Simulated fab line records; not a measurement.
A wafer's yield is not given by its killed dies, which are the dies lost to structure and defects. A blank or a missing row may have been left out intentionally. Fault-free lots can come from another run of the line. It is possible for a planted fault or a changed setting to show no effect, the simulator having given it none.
Chamber matching    flow sfq line    4 sister chambers for SFQ_TRILAYER_I6_VIA_ETCH_VIA_ETCH_172 on rie diel-04
The step etches SiO2 in CHF3, stops on Nb, target depth 260 nm. 8 wafers are shown with their chamber, then 7 later ones without.

== WAFERS PAIRED WITH THEIR CHAMBERS ==
wafer   chamber  drypump motor current A (A)  oes product au (a.u.)
L900.2  3        6.2                          0.851
L900.5  3        6.3                          0.850
L905.1  1        5.7                          0.852
L905.3  0        6.5                          0.858
L905.6  2        6.2                          0.850
L906.3  1        5.7                          0.850
L906.4  2        6.2                          0.850
L906.6  0        6.6                          0.848

== WAFERS WITHOUT THEIR CHAMBER ==
wafer   drypump motor current A (A)  oes product au (a.u.)
L909.1  6.2                          0.844
L909.3  6.5                          0.859
L909.4  6.2                          0.855
L913.3  5.7                          0.866
L915.3  6.5                          0.852
L915.4  6.3                          0.855
L915.6  5.7                          0.850

== THE CHAMBER EACH PASSED THROUGH ==
wafer   from the rows above      in truth
L909.1  can't be placed: 2 or 3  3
L909.3  0                        0
L909.4  can't be placed: 2 or 3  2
L913.3  1                        1
L915.3  0                        0
L915.4  can't be placed: 3 or 2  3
L915.6  1                        1
Correct placement for 4 of the 7. Cannot be placed on the basis of these rows: 3; the candidates contain the true chamber in 3. 0 placed wrongly.
How it was worked out, from the rows above alone: a wafer's distance from a chamber is the root of the sum, over the readings, of the square of ((its reading less the chamber's mean) divided by the reading's scatter). The wafer belongs to the nearest chamber; if the next one is less than 2 further off, it can't be placed. The mean given for a chamber averages the wafers shown for that chamber. The scatter: the root of (the sum of the squares of (reading less its chamber's mean) over the shown wafers, divided by (wafers less chambers)).
